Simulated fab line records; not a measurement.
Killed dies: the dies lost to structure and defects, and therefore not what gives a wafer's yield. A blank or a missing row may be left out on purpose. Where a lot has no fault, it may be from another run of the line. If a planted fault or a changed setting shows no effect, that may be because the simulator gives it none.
Which tool did it? || flow gf180mcu || Sampling: 13 lots, 38 wafers, 5 of 602 route steps

## WHAT THE GAUGES SHOWED, per wafer
GF_STI_THK_MEAS_22.
{"lot": "L427", "measured": "day 2 04:41", "on": "film_metro-03", "STI_OXIDATION_01_THK (nm)": "14.76 14.76 14.79"}
{"lot": "L428", "measured": "day 2 09:48", "on": "film_metro-02", "STI_OXIDATION_01_THK (nm)": "14.61 14.67 14.59"}
{"lot": "L429", "measured": "day 2 13:58", "on": "film_metro-01", "STI_OXIDATION_01_THK (nm)": "14.74 14.75 14.97"}
{"lot": "L430", "measured": "day 2 20:19", "on": "film_metro-02", "STI_OXIDATION_01_THK (nm)": "14.90 14.86 14.41"}
{"lot": "L431", "measured": "day 3 01:16", "on": "film_metro-02", "STI_OXIDATION_01_THK (nm)": "14.61 14.60 14.75"}
{"lot": "L433", "measured": "day 3 10:46", "on": "film_metro-02", "STI_OXIDATION_01_THK (nm)": "14.72 14.93 14.74"}
{"lot": "L434", "measured": "day 3 14:41", "on": "film_metro-01", "STI_OXIDATION_01_THK (nm)": "14.79 14.72 14.85"}
{"lot": "L436", "measured": "day 4 01:38", "on": "film_metro-03", "STI_OXIDATION_01_THK (nm)": "15.15 14.87 15.01"}
{"lot": "L442", "measured": "day 5 09:21", "on": "film_metro-03", "STI_OXIDATION_01_THK (nm)": "14.64 14.49"}
{"lot": "L443", "measured": "day 5 13:29", "on": "film_metro-02", "STI_OXIDATION_01_THK (nm)": "14.37 14.36 14.59"}
{"lot": "L444", "measured": "day 5 19:07", "on": "film_metro-03", "STI_OXIDATION_01_THK (nm)": "14.38 14.51 14.53"}
{"lot": "L448", "measured": "day 6 15:13", "on": "film_metro-01", "STI_OXIDATION_01_THK (nm)": "14.42 14.61 14.50"}
{"lot": "L449", "measured": "day 6 20:07", "on": "film_metro-02", "STI_OXIDATION_01_THK (nm)": "14.52 14.71 14.69"}

GF_SALICIDE_RS_MEAS_04: measures by four-point-probe.
{"lot": "L427", "measured": "day 15 04:04", "on": "film_metro-01", "SALICIDE_TIN_RS (ohm/sq)": "16.7 16.4 16.4"}
{"lot": "L428", "measured": "day 15 11:42", "on": "film_metro-01", "SALICIDE_TIN_RS (ohm/sq)": "16.8 16.6 17.0"}
{"lot": "L429", "measured": "day 15 22:43", "on": "film_metro-03", "SALICIDE_TIN_RS (ohm/sq)": "16.2 16.1 16.2"}
{"lot": "L430", "measured": "day 16 02:48", "on": "film_metro-01", "SALICIDE_TIN_RS (ohm/sq)": "16.6 16.0 16.6"}
{"lot": "L431", "measured": "day 16 15:12", "on": "film_metro-03", "SALICIDE_TIN_RS (ohm/sq)": "16.9 16.1 16.4"}
{"lot": "L433", "measured": "day 17 07:14", "on": "film_metro-01", "SALICIDE_TIN_RS (ohm/sq)": "16.8 16.0 16.0"}
{"lot": "L434", "measured": "day 17 15:47", "on": "film_metro-01", "SALICIDE_TIN_RS (ohm/sq)": "17.0 17.2 16.2"}
{"lot": "L436", "measured": "day 18 13:10", "on": "film_metro-01", "SALICIDE_TIN_RS (ohm/sq)": "16.5 16.4 16.9"}
{"lot": "L442", "measured": "day 20 15:37", "on": "film_metro-01", "SALICIDE_TIN_RS (ohm/sq)": "22.0 17.3"}
{"lot": "L443", "measured": "day 20 19:16", "on": "film_metro-01", "SALICIDE_TIN_RS (ohm/sq)": "16.4 21.4 16.5"}
{"lot": "L444", "measured": "day 21 10:58", "on": "film_metro-03", "SALICIDE_TIN_RS (ohm/sq)": "16.0 20.9 16.1"}
{"lot": "L448", "measured": "day 22 11:38", "on": "film_metro-04", "SALICIDE_TIN_RS (ohm/sq)": "16.0 15.9 16.4"}
{"lot": "L449", "measured": "day 22 19:56", "on": "film_metro-04", "SALICIDE_TIN_RS (ohm/sq)": "16.0 16.1 15.6"}

GF_V1_BOW_MEAS_05.
{"lot": "L427", "measured": "day 17 03:57", "on": "film_metro-01", "V1_BOW (um)": "69 61 82"}
{"lot": "L428", "measured": "day 17 13:14", "on": "film_metro-03", "V1_BOW (um)": "73 65 77"}
{"lot": "L429", "measured": "day 18 00:01", "on": "film_metro-03", "V1_BOW (um)": "81 91 75"}
{"lot": "L430", "measured": "day 18 03:38", "on": "film_metro-02", "V1_BOW (um)": "87 94 87"}
{"lot": "L431", "measured": "day 18 16:52", "on": "film_metro-01", "V1_BOW (um)": "85 81 75"}
{"lot": "L433", "measured": "day 19 11:02", "on": "film_metro-02", "V1_BOW (um)": "72 86 97"}
{"lot": "L434", "measured": "day 19 20:39", "on": "film_metro-02", "V1_BOW (um)": "94 87 86"}
{"lot": "L436", "measured": "day 20 17:29", "on": "film_metro-03", "V1_BOW (um)": "77 85 83"}
{"lot": "L442", "measured": "day 22 19:01", "on": "film_metro-02", "V1_BOW (um)": "74 66"}
{"lot": "L443", "measured": "day 22 22:06", "on": "film_metro-03", "V1_BOW (um)": "93 84 78"}
{"lot": "L444", "measured": "day 23 12:14", "on": "film_metro-01", "V1_BOW (um)": "70 73 71"}
{"lot": "L448", "measured": "day 24 12:35", "on": "film_metro-03", "V1_BOW (um)": "74 82 78"}
{"lot": "L449", "measured": "day 24 20:47", "on": "film_metro-02", "V1_BOW (um)": "82 73 67"}

## WHAT TOOL EACH LOT RAN ON (gives the tool, then ch and the chambers of the sampled wafers, and finally the start)
{"lot": "L427", "GF_VT_IMPLANT_STRIP_09": "plasma_asher-01 ch 0,1, day 5 15:59", "GF_SALICIDE_SPUTTER_02": "pvd_sputter-03, day 15 04:00"}
{"lot": "L428", "GF_VT_IMPLANT_STRIP_09": "plasma_asher-04 ch 0,1, day 5 22:21", "GF_SALICIDE_SPUTTER_02": "pvd_sputter-03, day 15 11:39"}
{"lot": "L429", "GF_VT_IMPLANT_STRIP_09": "plasma_asher-04 ch 0,1, day 6 03:47", "GF_SALICIDE_SPUTTER_02": "pvd_sputter-01, day 15 22:39"}
{"lot": "L430", "GF_VT_IMPLANT_STRIP_09": "plasma_asher-01 ch 0,1, day 6 08:59", "GF_SALICIDE_SPUTTER_02": "pvd_sputter-03, day 16 02:45"}
{"lot": "L431", "GF_VT_IMPLANT_STRIP_09": "plasma_asher-03 ch 0, day 6 17:32", "GF_SALICIDE_SPUTTER_02": "pvd_sputter-03, day 16 15:09"}
{"lot": "L433", "GF_VT_IMPLANT_STRIP_09": "plasma_asher-04 ch 0,1, day 7 02:05", "GF_SALICIDE_SPUTTER_02": "pvd_sputter-03, day 17 07:10"}
{"lot": "L434", "GF_VT_IMPLANT_STRIP_09": "plasma_asher-04 ch 0,1, day 7 08:35", "GF_SALICIDE_SPUTTER_02": "pvd_sputter-03, day 17 15:42"}
{"lot": "L436", "GF_VT_IMPLANT_STRIP_09": "plasma_asher-03 ch 0,1, day 7 22:08", "GF_SALICIDE_SPUTTER_02": "pvd_sputter-03, day 18 13:06"}
{"lot": "L442", "GF_VT_IMPLANT_STRIP_09": "plasma_asher-01 ch 0,1, day 9 11:23", "GF_SALICIDE_SPUTTER_02": "pvd_sputter-03, day 20 15:33"}
{"lot": "L443", "GF_VT_IMPLANT_STRIP_09": "plasma_asher-03 ch 0,1, day 9 17:05", "GF_SALICIDE_SPUTTER_02": "pvd_sputter-03, day 20 19:13"}
{"lot": "L444", "GF_VT_IMPLANT_STRIP_09": "plasma_asher-04 ch 0,1, day 9 23:29", "GF_SALICIDE_SPUTTER_02": "pvd_sputter-03, day 21 10:55"}
{"lot": "L448", "GF_VT_IMPLANT_STRIP_09": "plasma_asher-04 ch 0,1, day 10 23:44", "GF_SALICIDE_SPUTTER_02": "pvd_sputter-01, day 22 11:32"}
{"lot": "L449", "GF_VT_IMPLANT_STRIP_09": "plasma_asher-03 ch 0,1, day 11 05:16", "GF_SALICIDE_SPUTTER_02": "pvd_sputter-01, day 22 19:51"}
- GF_VT_IMPLANT_STRIP_09: strips in O2/N2.
- GF_SALICIDE_SPUTTER_02: material Co, target thk 10 nm, time 20 s.

## WHAT THE TOOLS THEMSELVES READ (means of the sampled wafers that have a number; where no wafer has one, the mark that the record gives instead)
GF_VT_IMPLANT_STRIP_09.
{"lot": "L427", "tool": "plasma_asher-01", "chamber_pressure_mTorr (mTorr)": 1501.4, "drypump_motor_current_A (A)": 5.9, "heater_power_w (W)": 320, "o2_flow_sccm (sccm)": 3005, "oes_product_au (a.u.)": 0.717, "strip_time_to_endpoint_s (s)": 12.59}
{"lot": "L428", "tool": "plasma_asher-04", "chamber_pressure_mTorr (mTorr)": 1500.4, "drypump_motor_current_A (A)": 5.8, "heater_power_w (W)": 318, "o2_flow_sccm (sccm)": 3004, "oes_product_au (a.u.)": 0.721, "strip_time_to_endpoint_s (s)": 12.63}
{"lot": "L429", "tool": "plasma_asher-04", "chamber_pressure_mTorr (mTorr)": 1500.7, "drypump_motor_current_A (A)": 5.8, "heater_power_w (W)": 323, "o2_flow_sccm (sccm)": 3000, "oes_product_au (a.u.)": 0.716, "strip_time_to_endpoint_s (s)": 12.62}
{"lot": "L430", "tool": "plasma_asher-01", "chamber_pressure_mTorr (mTorr)": 1500.0, "drypump_motor_current_A (A)": 5.9, "heater_power_w (W)": 295, "o2_flow_sccm (sccm)": 3011, "oes_product_au (a.u.)": 0.716, "strip_time_to_endpoint_s (s)": 12.63}
{"lot": "L431", "tool": "plasma_asher-03", "chamber_pressure_mTorr (mTorr)": 1499.5, "drypump_motor_current_A (A)": 6.0, "heater_power_w (W)": 311, "o2_flow_sccm (sccm)": 2997, "oes_product_au (a.u.)": 0.716, "strip_time_to_endpoint_s (s)": 12.61}
{"lot": "L433", "tool": "plasma_asher-04", "chamber_pressure_mTorr (mTorr)": 1499.8, "drypump_motor_current_A (A)": 5.4, "heater_power_w (W)": 317, "o2_flow_sccm (sccm)": 3006, "oes_product_au (a.u.)": 0.715, "strip_time_to_endpoint_s (s)": 12.66}
{"lot": "L434", "tool": "plasma_asher-04", "chamber_pressure_mTorr (mTorr)": 1500.4, "drypump_motor_current_A (A)": 5.4, "heater_power_w (W)": 310, "o2_flow_sccm (sccm)": 2996, "oes_product_au (a.u.)": 0.716, "strip_time_to_endpoint_s (s)": 12.71}
{"lot": "L436", "tool": "plasma_asher-03", "chamber_pressure_mTorr (mTorr)": 1499.9, "drypump_motor_current_A (A)": 5.9, "heater_power_w (W)": 322, "o2_flow_sccm (sccm)": 2998, "oes_product_au (a.u.)": 0.715, "strip_time_to_endpoint_s (s)": 12.61}
{"lot": "L442", "tool": "plasma_asher-01", "chamber_pressure_mTorr (mTorr)": 1500.8, "drypump_motor_current_A (A)": 6.0, "heater_power_w (W)": 306, "o2_flow_sccm (sccm)": 2998, "oes_product_au (a.u.)": 0.714, "strip_time_to_endpoint_s (s)": 12.61}
{"lot": "L443", "tool": "plasma_asher-03", "chamber_pressure_mTorr (mTorr)": 1499.4, "drypump_motor_current_A (A)": 5.9, "heater_power_w (W)": 327, "o2_flow_sccm (sccm)": 2992, "oes_product_au (a.u.)": 0.715, "strip_time_to_endpoint_s (s)": 12.64}
{"lot": "L444", "tool": "plasma_asher-04", "chamber_pressure_mTorr (mTorr)": 1501.7, "drypump_motor_current_A (A)": 5.4, "heater_power_w (W)": 314, "o2_flow_sccm (sccm)": 3003, "oes_product_au (a.u.)": 0.716, "strip_time_to_endpoint_s (s)": 12.64}
{"lot": "L448", "tool": "plasma_asher-04", "chamber_pressure_mTorr (mTorr)": 1499.5, "drypump_motor_current_A (A)": 5.3, "heater_power_w (W)": 311, "o2_flow_sccm (sccm)": 2995, "oes_product_au (a.u.)": 0.716, "strip_time_to_endpoint_s (s)": 12.63}
{"lot": "L449", "tool": "plasma_asher-03", "chamber_pressure_mTorr (mTorr)": 1499.0, "drypump_motor_current_A (A)": 5.9, "heater_power_w (W)": 324, "o2_flow_sccm (sccm)": 3006, "oes_product_au (a.u.)": 0.719, "strip_time_to_endpoint_s (s)": 12.62}

GF_SALICIDE_SPUTTER_02.
{"lot": "L427", "tool": "pvd_sputter-03", "throttle_valve_pct (%)": 30.1}
{"lot": "L428", "tool": "pvd_sputter-03", "throttle_valve_pct (%)": 29.8}
{"lot": "L429", "tool": "pvd_sputter-01", "throttle_valve_pct (%)": 30.3}
{"lot": "L430", "tool": "pvd_sputter-03", "throttle_valve_pct (%)": 30.2}
{"lot": "L431", "tool": "pvd_sputter-03", "throttle_valve_pct (%)": 30.5}
{"lot": "L433", "tool": "pvd_sputter-03", "throttle_valve_pct (%)": 30.6}
{"lot": "L434", "tool": "pvd_sputter-03", "throttle_valve_pct (%)": 30.0}
{"lot": "L436", "tool": "pvd_sputter-03", "throttle_valve_pct (%)": 30.7}
{"lot": "L442", "tool": "pvd_sputter-03", "throttle_valve_pct (%)": 29.9}
{"lot": "L443", "tool": "pvd_sputter-03", "throttle_valve_pct (%)": 30.5}
{"lot": "L444", "tool": "pvd_sputter-03", "throttle_valve_pct (%)": 30.6}
{"lot": "L448", "tool": "pvd_sputter-01", "throttle_valve_pct (%)": 29.5}
{"lot": "L449", "tool": "pvd_sputter-01", "throttle_valve_pct (%)": 29.2}

## THE ANSWER, worked out from the rows above alone
Rule: the usual values come from the lots themselves. The widest of any qualifying gaps counts: lots, ordered by their means at a reading, are off when they make up no more than a third of the lots, leave a main group of 4 or more, and stand apart from it by 3 or more times the standard deviation of that group's means. A main group whose means are all the same, to the digits that the tables above print for the reading, isn't used. A lot without any number at a reading at which 4 lots or more have one is off too. The other lots that the step has rows for count as sound. Order of review: gauges by route order, followed by the tools' own readings, for which a lot's mean as printed above is used. At the first step where some lot is off, the reading lying furthest off is the one used; lots without a number count as furthest.
Off: L442, L443, L444, seen at GF_SALICIDE_RS_MEAS_04 (SALICIDE_TIN_RS). The main group has a mean of 16.4 ohm/sq with a standard deviation of 0.28.
A tool fits if, at a process step before that reading, it ran every lot that is off, and no sound lot after the first of them. Gauges at GF_SALICIDE_RS_MEAS_04: tried the same way as those tools. One fits: GF_SALICIDE_SPUTTER_02 on pvd_sputter-03. Its last sound lot is L436 (day 18 13:06), its first lot that is off L442 (day 20 15:33): a fault that began between those two fits.

## WHAT HAD BEEN PUT IN BY THE SIMULATOR
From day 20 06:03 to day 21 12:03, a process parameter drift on pvd_sputter-03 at GF_SALICIDE_SPUTTER_02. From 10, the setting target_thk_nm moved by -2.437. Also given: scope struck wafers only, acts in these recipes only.
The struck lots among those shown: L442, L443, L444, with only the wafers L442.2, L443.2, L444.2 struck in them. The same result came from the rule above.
